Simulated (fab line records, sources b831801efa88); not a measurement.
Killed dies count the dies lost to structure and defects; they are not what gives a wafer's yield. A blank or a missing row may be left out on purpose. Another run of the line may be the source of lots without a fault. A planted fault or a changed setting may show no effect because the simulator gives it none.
fab line records -- flow sfq-line
record: lots: 6, wafers: 17, last-day: 77
route steps=325 shown C5@250 M6@251
lots untouched by any fault: they come from a run of this same line in which no faults occurred
start-h: hours from the record's opening day to when the first of the lot's shown wafers began -- wait-h: hours from the lot's prior step to this one -- " the same as in the row above -- L1.1+2: a single row standing in for several wafers -- - no value, or no start given -- * or withheld: withheld -- < > ~ a bound
route shown NAME@n: names a module that has steps shown in the file, with the first one's number in the route -- usual: average and standard deviation across the fault-free wafers -- same: alike in all rows -- chamber/n: place in a boat -- sites: each site's reading -- _std_site: standard deviation of those values -- _edge_site: inner sites' mean taken away from outer sites' mean -- radius-mm: how far each site lies from the wafer's centre -- mask NAME#n: copy n -- behind: tool/chamber where the wafer was last shaped -- hold: why the lot went on hold/how many hours it stayed there/how the hold came to an end -- device: names the non-switching transistor (n, p or np) -- end of line: tests run on the same wafers once the route is complete -- a step given without rows: its recipe and nothing more -- killed: dies that structure and defects cost at the first sort, which is not the same as the wafer's yield -- map: shows each die of a wafer: x if killed, . if not, _ if none is there
set.NAME: the setting the step ran with; set.NAME@STEP: the setting that earlier step ran with -- model.NAME: the simulator's own value behind a step, which no gauge read
certain route steps with their lots: each step a table, each wafer a row
services: the hour from which a tool's chamber was out of use, counted from the record's first day as start-h (under 0 if before that day), plus the number of hours and why
== steps ==
step: SFQ_TRILAYER_C5_STRIP_SOLV_CLEAN_156
recipe: chemistry: NMP, temp-c: 70, time-s: 600
step: SFQ_TRILAYER_M6_DEP_PRE_CLEAN_158
recipe: gas: Ar, time-s: 22.5, bias-v: 250
step: SFQ_TRILAYER_M6_DEP_SPUTTER_157
recipe: material: Nb, base-pressure-pa: 1.33e-06, chamber-pressure-pa: 0.1333, substrate-temp-c: 20, target-thk-nm: 200, power-w: 2000, time-s: 133.3
usual: throttle-valve-pct: 29.9/0.87
lot.wafer,tool,chamber,start-h,wait-h,throttle-valve-pct
L106.2,pvd-sputter-03,-,1364.38,0.0,29.9
L106.4,pvd-sputter-03,-,1364.38,0.0,29.0
L106.5,pvd-sputter-03,-,1364.38,0.0,29.4
L108.2,pvd-sputter-03,-,1393.61,0.0,30.0
L108.4,pvd-sputter-03,-,1393.61,0.0,29.7
L108.6,pvd-sputter-03,-,1393.61,0.0,29.9
L109.4,pvd-sputter-04,-,1394.81,0.0,28.9
L109.5,pvd-sputter-04,-,1394.81,0.0,29.2
L109.6,pvd-sputter-04,-,1394.81,0.0,31.5
L120.1,pvd-sputter-05,-,1478.76,0.0,28.6
L120.4,pvd-sputter-05,-,1478.76,0.0,31.1
L121.1,pvd-sputter-05,-,1484.16,0.0,31.1
L121.2,pvd-sputter-05,-,1484.16,0.0,31.1
L121.4,pvd-sputter-05,-,1484.16,0.0,29.5
L127.1,pvd-sputter-04,-,1516.06,0.0,29.2
L127.3,pvd-sputter-04,-,1516.06,0.0,31.4
L127.4,pvd-sputter-04,-,1516.06,0.0,29.7
step: SFQ_M6_RS_MEAS_938
recipe: thk-meas-gauge: four-point-probe, reads: Nb_of_TRILAYER_M6_DEP_SPUTTER_157
usual: M6_NB_RS: 0.895/0.01
lot.wafer,tool,chamber,start-h,wait-h,M6_NB_RS[ohm/sq]
L106.2,film-metro-04,-,1364.49,0.1,0.885
L106.4,film-metro-04,-,1364.49,0.1,0.899
L106.5,film-metro-04,-,1364.49,0.1,0.896
L108.2,film-metro-04,-,1393.72,0.1,0.893
L108.4,film-metro-04,-,1393.72,0.1,0.902
L108.6,film-metro-04,-,1393.72,0.1,0.894
L109.4,film-metro-02,-,1394.96,0.1,0.885
L109.5,film-metro-02,-,1394.96,0.1,0.892
L109.6,film-metro-02,-,1394.96,0.1,0.908
L120.1,film-metro-04,-,1478.85,0.0,0.898
L120.4,film-metro-04,-,1478.85,0.0,0.901
L121.1,film-metro-04,-,1484.25,0.0,0.895
L121.2,film-metro-04,-,1484.25,0.0,0.898
L121.4,film-metro-04,-,1484.25,0.0,0.892
L127.1,film-metro-02,-,1516.15,0.0,0.900
L127.3,film-metro-02,-,1516.15,0.0,0.896
L127.4,film-metro-02,-,1516.15,0.0,0.901
step: SFQ_TRILAYER_M6_LITHO_COAT_164
recipe: resist: BARC, spin-rpm: 3000, resist-thk-nm: 62
step: SFQ_TRILAYER_M6_LITHO_COAT_159
recipe: resist: KrF, spin-rpm: 3000, resist-thk-nm: 600
step: SFQ_TRILAYER_M6_LITHO_SOFTBAKE_163
recipe: temp-c: withheld, time-s: withheld, resist: KrF
step: SFQ_TRILAYER_M6_LITHO_EXPOSE_160
recipe: mask-id: M6, na: 0.6, source-shape: conventional, sigma-outer: 0.65, target-cd-nm: 500, dose-mj: 14.4
step: SFQ_TRILAYER_M6_LITHO_PEB_162
recipe: peb-temp-c: 115, peb-time-s: 60, resist: KrF
step: SFQ_TRILAYER_M6_LITHO_DEVELOP_161
recipe: time-s: 60, resist: KrF
step: SFQ_M6_OVL_MEAS_940
usual: M6_OVL: -1/6.5
lot.wafer,tool,chamber,start-h,wait-h,M6_OVL[nm]
L106.2,overlay-02,-,1397.96,0.1,1
L106.4,overlay-02,-,1397.96,0.1,5
L106.5,overlay-02,-,1397.96,0.1,6
L108.2,overlay-01,-,1427.96,0.1,4
L108.4,overlay-01,-,1427.96,0.1,7
L108.6,overlay-01,-,1427.96,0.1,9
L109.4,overlay-01,-,1429.18,0.1,3
L109.5,overlay-01,-,1429.18,0.1,1
L109.6,overlay-01,-,1429.18,0.1,-1
L120.1,overlay-01,-,1501.73,0.1,-3
L120.4,overlay-01,-,1501.73,0.1,0
L121.1,overlay-01,-,1505.33,0.1,7
L121.2,overlay-01,-,1505.33,0.1,5
L121.4,overlay-01,-,1505.33,0.1,-4
L127.1,overlay-01,-,1557.18,0.1,1
L127.3,overlay-01,-,1557.18,0.1,1
L127.4,overlay-01,-,1557.18,0.1,-7
step: SFQ_TRILAYER_M6_BARC_OPEN_METAL_ETCH_206
recipe: mask-material: PR, chemistry: O2, target-depth-nm: 125, target: BARC, icp-w: 600, bias-w: 80, pressure-mtorr: 10, time-s: 41.7
usual: drypump-motor-current-A: 5.5/0.41, oes-product-au: 0.685/0.0047, rf-fwd-power-W: 593.9/2.1, run-length-s: 70.0/0.33
lot.wafer,tool,chamber,start-h,wait-h,drypump-motor-current-A,oes-product-au,rf-fwd-power-W,rf-hours-counter-h,run-length-s,model.KrF_of_TRILAYER_M6_LITHO_COAT_159.thk-nm
L106.2,rie-metal-04,0,1397.99,0.0,6.0,0.687,593.6,160,70.0,521.9
L106.4,rie-metal-04,1,1397.99,0.0,5.8,0.688,593.7,-,70.3,522.4
L106.5,rie-metal-04,0,1397.99,0.0,6.0,0.677,594.1,-,70.1,520
L108.2,rie-metal-01,0,1428.01,0.0,5.0,0.691,595.2,-,70.1,521.8
L108.4,rie-metal-01,0,1428.01,0.0,5.0,0.679,594.0,-,70.2,521.3
L108.6,rie-metal-01,0,1428.01,0.0,5.0,0.685,593.6,-,69.8,521.8
L109.4,rie-metal-04,0,1429.21,0.0,6.0,0.692,594.7,-,69.8,521.4
L109.5,rie-metal-04,1,1429.21,0.0,5.8,0.689,593.4,-,70.3,520
L109.6,rie-metal-04,0,1429.21,0.0,6.0,0.688,592.7,-,69.8,522.2
L120.1,rie-metal-01,1,1501.77,0.0,5.8,0.881,-,81,58.2,537.6
L120.4,rie-metal-01,1,1501.77,0.0,5.8,0.680,591.2,-,69.8,523.5
L121.1,rie-metal-01,0,1505.37,0.0,5.0,0.879,-,90,58.9,538
L121.2,rie-metal-01,1,1505.37,0.0,5.8,0.884,-,82,58.4,539.2
L121.4,rie-metal-01,0,1505.37,0.0,5.0,0.686,598.0,-,69.9,524.3
L127.1,rie-metal-03,1,1557.22,0.0,5.3,0.690,588.8,7,69.9,522.2
L127.3,rie-metal-03,1,1557.22,0.0,5.3,0.686,593.0,-,70.2,524.4
L127.4,rie-metal-03,0,1557.22,0.0,5.1,0.686,594.9,-,69.8,524
step: SFQ_TRILAYER_M6_ETCH_METAL_ETCH_162
recipe: target: Nb, stop-on: SiO2, mask-material: PR, chemistry: Cl2/Ar, target-depth-nm: 240, icp-w: 600, bias-w: 80, pressure-mtorr: 10, time-s: 120
usual: drypump-motor-current-A: 5.5/0.41, oes-product-au: 0.892/0.0068, rf-fwd-power-W: 596.9/1.9, run-length-s: 148.3/0.34
lot.wafer,tool,chamber,start-h,wait-h,drypump-motor-current-A,oes-product-au,rf-fwd-power-W,rf-hours-counter-h,run-length-s,model.KrF_of_TRILAYER_M6_LITHO_COAT_159.thk-nm
L106.2,rie-metal-04,0,1398.05,0.0,6.0,0.901,595.4,160,147.8,379.2
L106.4,rie-metal-04,1,1398.05,0.0,5.9,0.885,596.6,-,148.7,376.1
L106.5,rie-metal-04,0,1398.05,0.0,6.0,0.896,593.9,-,147.8,379.4
L108.2,rie-metal-01,0,1428.16,0.1,5.0,0.895,598.2,-,148.1,380.8
L108.4,rie-metal-01,0,1428.16,0.1,5.0,0.871,594.6,-,148.1,380.7
L108.6,rie-metal-01,0,1428.16,0.1,5.0,0.893,596.5,-,148.2,381.1
L109.4,rie-metal-04,0,1429.30,0.1,6.0,0.896,599.3,-,147.8,378.8
L109.5,rie-metal-04,1,1429.30,0.1,5.8,0.908,598.2,-,149.2,373.4
L109.6,rie-metal-04,0,1429.30,0.1,6.0,0.890,597.2,-,148.0,380
L120.1,rie-metal-01,1,1501.89,0.1,5.8,0.890,594.9,81,148.0,400.2
L120.4,rie-metal-01,1,1501.89,0.1,5.9,0.891,596.6,-,148.1,386.5
L121.1,rie-metal-01,0,1505.43,0.0,5.0,0.889,598.9,90,148.2,399.8
L121.2,rie-metal-01,1,1505.43,0.0,5.9,0.895,593.5,82,148.7,400.8
L121.4,rie-metal-01,0,1505.43,0.0,5.0,0.887,599.7,-,148.3,384.3
L127.1,rie-metal-03,1,1557.28,0.0,5.3,0.884,597.9,7,148.1,378.1
L127.3,rie-metal-03,1,1557.28,0.0,5.3,0.892,597.1,-,148.3,379.1
L127.4,rie-metal-03,0,1557.28,0.0,5.1,0.887,598.1,-,147.8,378.7
step: SFQ_TRILAYER_M6_STRIP_STRIP_163
recipe: gas: O2, power-w: 200, platen-temp-c: 40, overash-fraction: 0.65, chemistry: O2, pressure-mtorr: 50
usual: drypump-motor-current-A: 5.5/0.41, oes-product-au: 1.000/0.013, platen-temp-c: 39.98/0.11
lot.wafer,tool,chamber,start-h,wait-h,drypump-motor-current-A,oes-product-au,platen-temp-c,rf-hours-counter-h
L106.2,rie-metal-04,0,1398.18,0.1,6.0,1.014,40.10,160
L106.4,rie-metal-04,1,1398.18,0.1,5.8,1.018,39.96,-
L106.5,rie-metal-04,0,1398.18,0.1,6.0,0.998,39.97,-
L108.2,rie-metal-01,0,1428.56,0.4,5.0,0.996,39.97,-
L108.4,rie-metal-01,0,1428.56,0.4,5.0,0.990,40.04,-
L108.6,rie-metal-01,0,1428.56,0.4,5.0,1.001,40.12,-
L109.4,rie-metal-04,0,1429.58,0.2,6.0,0.997,39.72,-
L109.5,rie-metal-04,1,1429.58,0.2,5.8,1.027,40.01,-
L109.6,rie-metal-04,0,1429.58,0.2,6.0,1.003,39.97,-
L120.1,rie-metal-01,1,1502.14,0.2,5.8,0.996,39.99,81
L120.4,rie-metal-01,1,1502.14,0.2,5.9,0.991,39.98,-
L121.1,rie-metal-01,0,1505.55,0.1,5.0,0.988,40.06,90
L121.2,rie-metal-01,1,1505.55,0.1,5.9,0.990,39.83,82
L121.4,rie-metal-01,0,1505.55,0.1,5.0,0.998,40.08,-
L127.1,rie-metal-03,1,1557.40,0.1,5.3,1.021,40.15,7
L127.3,rie-metal-03,1,1557.40,0.1,5.3,1.010,39.96,-
L127.4,rie-metal-03,0,1557.40,0.1,5.1,1.017,40.01,-
== services ==
tool,chamber,start-h,hours,kind
pvd-sputter-04,-,1354.68,5.3,repair
pvd-sputter-05,-,1362.29,5.1,repair
pvd-sputter-04,-,1402.80,104.2,repair
rie-metal-01,1,1419.81,13.0,repair
rie-metal-03,0,1436.12,-,clean
rie-metal-03,0,1436.12,-,consumable-replace:focus-ring
rie-metal-03,0,1436.12,14.6,scheduled-down
rie-metal-03,0,1436.12,14.6,vent-cycle
pvd-sputter-03,-,1448.63,2.0,repair
pvd-sputter-05,-,1451.14,1.0,repair
rie-metal-04,-,1476.18,2.8,pm
rie-metal-04,0,1481.61,-,clean
rie-metal-04,0,1481.61,-,consumable-replace:focus-ring
rie-metal-04,0,1481.61,25.0,scheduled-down
rie-metal-04,0,1481.61,25.0,vent-cycle
rie-metal-03,1,1484.33,-,clean
rie-metal-03,1,1484.33,-,consumable-replace:focus-ring
rie-metal-03,1,1484.33,20.6,scheduled-down
rie-metal-03,1,1484.33,20.6,vent-cycle
rie-metal-01,0,1498.51,3.3,repair
rie-metal-03,1,1507.66,5.6,repair
rie-metal-01,-,1513.11,5.3,repair
pvd-sputter-03,-,1514.68,4.7,repair
rie-metal-04,-,1551.32,14.6,pm
== key ==
first-sign: step: SFQ_TRILAYER_M6_BARC_OPEN_METAL_ETCH_206, reading: oes-product-au, direction: up, sigmas: 42, usual: 0.685, struck: 0.881
effect: step: SFQ_TRILAYER_M6_BARC_OPEN_METAL_ETCH_206, reading: run-length-s, direction: down, sigmas: 35, usual: *, struck: *
model-effect: step: SFQ_TRILAYER_M6_BARC_OPEN_METAL_ETCH_206, value: KrF_of_TRILAYER_M6_LITHO_COAT_159.thk-nm, without: 524.3, struck: 538.3
model-effect: step: SFQ_TRILAYER_M6_ETCH_METAL_ETCH_162, value: KrF_of_TRILAYER_M6_LITHO_COAT_159.thk-nm, without: 386.3, struck: 400.2
met-at SFQ_TRILAYER_M6_BARC_OPEN_METAL_ETCH_206
struck-wafers L120.1,L121.1,L121.2
onset-between 1428.01 1501.77
fault: kind: process-parameter-drift, tool: rie-metal-01, chamber: -, onset-h: 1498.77, steps: SFQ_TRILAYER_M6_BARC_OPEN_METAL_ETCH_206, channel: time-s, offset: *, shape: step, end-h: 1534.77, scope: struck-wafers-only, acts-in: *, stated: *
